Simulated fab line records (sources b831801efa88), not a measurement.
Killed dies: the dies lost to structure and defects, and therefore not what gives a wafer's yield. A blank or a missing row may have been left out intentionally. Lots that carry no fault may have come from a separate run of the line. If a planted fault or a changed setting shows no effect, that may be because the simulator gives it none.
Matching of chambers / flow sky130 / cmp-01 running SKY_VIA2_CMP_24: 4 sister chambers
The step polishes, stops on SiO2, t overpolish 20 s, target thk 0 nm. 42 wafers are shown with their chamber, then 12 later ones without.

== WAFERS PAIRED WITH THEIR CHAMBERS ==
wafer=L074.1; chamber=1; motorCurrentA (A)=10.9; timeToEndpointS (s)=105; overpolishRunS (s)=20.008
wafer=L074.5; chamber=1; motorCurrentA (A)=10.7; timeToEndpointS (s)=105; overpolishRunS (s)=19.993
wafer=L074.6; chamber=2; motorCurrentA (A)=13.4; timeToEndpointS (s)=107; overpolishRunS (s)=19.995
wafer=L074.2; chamber=3; motorCurrentA (A)=10.9; timeToEndpointS (s)=106; overpolishRunS (s)=20.004
wafer=L074.3; chamber=2; motorCurrentA (A)=13.5; timeToEndpointS (s)=107; overpolishRunS (s)=20.009
wafer=L074.4; chamber=0; motorCurrentA (A)=10.9; timeToEndpointS (s)=102; overpolishRunS (s)=20.011
wafer=L077.2; chamber=0; motorCurrentA (A)=11.3; timeToEndpointS (s)=104; overpolishRunS (s)=19.998
wafer=L077.3; chamber=3; motorCurrentA (A)=11.0; timeToEndpointS (s)=107; overpolishRunS (s)=20.002
wafer=L077.5; chamber=0; motorCurrentA (A)=11.8; timeToEndpointS (s)=104; overpolishRunS (s)=19.975
wafer=L077.1; chamber=1; motorCurrentA (A)=11.4; timeToEndpointS (s)=105; overpolishRunS (s)=20.007
wafer=L077.4; chamber=2; motorCurrentA (A)=13.3; timeToEndpointS (s)=106; overpolishRunS (s)=20.000
wafer=L077.6; chamber=3; motorCurrentA (A)=10.3; timeToEndpointS (s)=106; overpolishRunS (s)=19.995
wafer=L079.1; chamber=3; motorCurrentA (A)=10.4; timeToEndpointS (s)=101; overpolishRunS (s)=19.999
wafer=L079.2; chamber=0; motorCurrentA (A)=11.3; timeToEndpointS (s)=103; overpolishRunS (s)=20.001
wafer=L079.6; chamber=1; motorCurrentA (A)=10.9; timeToEndpointS (s)=98; overpolishRunS (s)=20.009
wafer=L078.2; chamber=1; motorCurrentA (A)=11.2; timeToEndpointS (s)=102; overpolishRunS (s)=19.991
wafer=L078.4; chamber=2; motorCurrentA (A)=13.5; timeToEndpointS (s)=105; overpolishRunS (s)=20.005
wafer=L078.5; chamber=1; motorCurrentA (A)=11.4; timeToEndpointS (s)=102; overpolishRunS (s)=20.010
wafer=L078.1; chamber=3; motorCurrentA (A)=11.1; timeToEndpointS (s)=101; overpolishRunS (s)=20.011
wafer=L078.3; chamber=0; motorCurrentA (A)=11.5; timeToEndpointS (s)=105; overpolishRunS (s)=19.991
wafer=L078.6; chamber=2; motorCurrentA (A)=13.6; timeToEndpointS (s)=102; overpolishRunS (s)=20.006
wafer=L083.1; chamber=2; motorCurrentA (A)=13.5; timeToEndpointS (s)=103; overpolishRunS (s)=20.009
wafer=L083.2; chamber=1; motorCurrentA (A)=11.7; timeToEndpointS (s)=101; overpolishRunS (s)=19.989
wafer=L083.5; chamber=1; motorCurrentA (A)=11.4; timeToEndpointS (s)=100; overpolishRunS (s)=19.990
wafer=L084.1; chamber=2; motorCurrentA (A)=13.2; timeToEndpointS (s)=105; overpolishRunS (s)=20.003
wafer=L084.2; chamber=3; motorCurrentA (A)=10.7; timeToEndpointS (s)=102; overpolishRunS (s)=19.994
wafer=L084.3; chamber=0; motorCurrentA (A)=10.6; timeToEndpointS (s)=98; overpolishRunS (s)=20.010
wafer=L086.1; chamber=3; motorCurrentA (A)=10.0; timeToEndpointS (s)=102; overpolishRunS (s)=20.001
wafer=L086.3; chamber=1; motorCurrentA (A)=11.3; timeToEndpointS (s)=96; overpolishRunS (s)=19.996
wafer=L086.6; chamber=0; motorCurrentA (A)=11.0; timeToEndpointS (s)=101; overpolishRunS (s)=19.997
wafer=L088.1; chamber=2; motorCurrentA (A)=13.7; timeToEndpointS (s)=99; overpolishRunS (s)=19.987
wafer=L088.3; chamber=3; motorCurrentA (A)=10.1; timeToEndpointS (s)=100; overpolishRunS (s)=20.011
wafer=L088.6; chamber=0; motorCurrentA (A)=11.5; timeToEndpointS (s)=100; overpolishRunS (s)=20.007
wafer=L089.1; chamber=2; motorCurrentA (A)=13.1; timeToEndpointS (s)=98; overpolishRunS (s)=19.998
wafer=L089.3; chamber=0; motorCurrentA (A)=11.2; timeToEndpointS (s)=102; overpolishRunS (s)=20.000
wafer=L089.6; chamber=3; motorCurrentA (A)=10.3; timeToEndpointS (s)=103; overpolishRunS (s)=19.993
wafer=L091.3; chamber=3; motorCurrentA (A)=10.2; timeToEndpointS (s)=100; overpolishRunS (s)=19.981
wafer=L091.4; chamber=0; motorCurrentA (A)=11.3; timeToEndpointS (s)=100; overpolishRunS (s)=20.004
wafer=L091.5; chamber=0; motorCurrentA (A)=11.4; timeToEndpointS (s)=99; overpolishRunS (s)=20.007
wafer=L093.3; chamber=2; motorCurrentA (A)=13.3; timeToEndpointS (s)=106; overpolishRunS (s)=19.989
wafer=L093.4; chamber=3; motorCurrentA (A)=10.4; timeToEndpointS (s)=108; overpolishRunS (s)=20.006
wafer=L093.5; chamber=3; motorCurrentA (A)=10.7; timeToEndpointS (s)=108; overpolishRunS (s)=19.991

SIGNATURES (averages over the wafers above)
reading=motorCurrentA; chamber 0=11.255; chamber 1=11.211; chamber 2=13.410; chamber 3=10.508; scatter within a chamber=0.309
reading=timeToEndpointS; chamber 0=101.64; chamber 1=101.56; chamber 2=103.80; chamber 3=103.67; scatter within a chamber=2.96
reading=overpolishRunS; chamber 0=20.00009; chamber 1=19.99922; chamber 2=20.00010; chamber 3=19.99900; scatter within a chamber=0.00903
Rule: a wafer lies at a distance from a chamber equal to the root of the sum of squares, over the readings, of (its reading less the chamber's mean, divided by the reading's scatter). If the next closest chamber is less than 2 further off than the closest, the wafer can't be placed; otherwise it belongs to the closest. The scatter: the root of (the sum of the squares of (reading less its chamber's mean) over the shown wafers, divided by (wafers less chambers)).

== WAFERS WITH NO CHAMBER GIVEN ==
wafer=L094.3; motorCurrentA (A)=11.3; timeToEndpointS (s)=105; overpolishRunS (s)=20.009
wafer=L094.4; motorCurrentA (A)=13.2; timeToEndpointS (s)=104; overpolishRunS (s)=19.984
wafer=L094.6; motorCurrentA (A)=11.1; timeToEndpointS (s)=105; overpolishRunS (s)=20.012
wafer=L095.2; motorCurrentA (A)=13.0; timeToEndpointS (s)=102; overpolishRunS (s)=20.003
wafer=L095.3; motorCurrentA (A)=10.2; timeToEndpointS (s)=97; overpolishRunS (s)=19.992
wafer=L095.4; motorCurrentA (A)=11.0; timeToEndpointS (s)=97; overpolishRunS (s)=20.001
wafer=L095.1; motorCurrentA (A)=11.7; timeToEndpointS (s)=98; overpolishRunS (s)=20.017
wafer=L095.5; motorCurrentA (A)=10.4; timeToEndpointS (s)=100; overpolishRunS (s)=20.002
wafer=L095.6; motorCurrentA (A)=13.3; timeToEndpointS (s)=100; overpolishRunS (s)=19.989
wafer=L096.2; motorCurrentA (A)=13.2; timeToEndpointS (s)=96; overpolishRunS (s)=19.992
wafer=L096.3; motorCurrentA (A)=11.1; timeToEndpointS (s)=104; overpolishRunS (s)=20.006
wafer=L096.5; motorCurrentA (A)=11.2; timeToEndpointS (s)=103; overpolishRunS (s)=20.005

== WHICH CHAMBER EACH ONE RAN IN ==
wafer=L094.3; from the rows above=can't be placed: 0 or 1 or 3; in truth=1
wafer=L094.4; from the rows above=2; in truth=2
wafer=L094.6; from the rows above=can't be placed: 0 or 1 or 3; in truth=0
wafer=L095.2; from the rows above=2; in truth=2
wafer=L095.3; from the rows above=can't be placed: 3 or 1 or 0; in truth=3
wafer=L095.4; from the rows above=can't be placed: 1 or 0 or 3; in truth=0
wafer=L095.1; from the rows above=can't be placed: 0 or 1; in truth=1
wafer=L095.5; from the rows above=can't be placed: 3 or 1 or 0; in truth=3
wafer=L095.6; from the rows above=2; in truth=2
wafer=L096.2; from the rows above=2; in truth=2
wafer=L096.3; from the rows above=can't be placed: 0 or 1 or 3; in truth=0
wafer=L096.5; from the rows above=can't be placed: 0 or 1 or 3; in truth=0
4 of 12 placed correctly. Not placeable from these rows: 8 (in 8, the candidates include the true chamber). Placed wrongly: 0.
